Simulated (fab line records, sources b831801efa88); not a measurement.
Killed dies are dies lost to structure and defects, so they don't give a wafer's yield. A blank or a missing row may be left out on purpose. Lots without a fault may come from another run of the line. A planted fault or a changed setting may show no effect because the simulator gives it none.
Chamber matching | flow gf180mcu | GF_V3_CVD_00 on hdpcvd-02: 3 sister chambers
The step deposits SiO2, target thk 600 nm, time 100 s. 3 wafers are shown with their chamber, then 8 later ones without.

WAFERS WITH THEIR CHAMBER
wafer  | chamber | sih4_flow_sccm (sccm)
L454.3 | 0       | 59.62
L455.5 | 1       | 59.91
L456.1 | 2       | 60.27

WAFERS WITHOUT THEIR CHAMBER
wafer  | sih4_flow_sccm (sccm)
L456.2 | 59.94
L456.4 | 60.18
L458.1 | 60.32
L458.3 | 59.92
L458.4 | 60.09
L459.1 | 60.09
L459.3 | 59.70
L459.6 | 59.92

WHICH CHAMBER EACH WENT THROUGH
wafer  | from the rows above     | in truth
L456.2 | 1                       | 1
L456.4 | can't be placed: 2 or 1 | 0
L458.1 | 2                       | 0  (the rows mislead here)
L458.3 | 1                       | 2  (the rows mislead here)
L458.4 | can't be placed: 2 or 1 | 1
L459.1 | can't be placed: 2 or 1 | 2
L459.3 | can't be placed: 0 or 1 | 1
L459.6 | 1                       | 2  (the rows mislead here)
Placed correctly: 1 of 8. Can't be placed from these rows: 4 (the true chamber is among the candidates in 3). Placed wrongly: 3.
How it was worked out, from the rows above alone: a wafer's distance from a chamber is the root of the sum, over the readings, of the square of ((its reading less the chamber's mean) divided by the reading's scatter). The wafer belongs to the nearest chamber; if the next one is less than 2 further off, it can't be placed. A chamber's mean is the mean of its shown wafers. The scatter: with one shown wafer a chamber, the root of the mean of the squares of how far each hidden wafer lies from its nearest shown one.
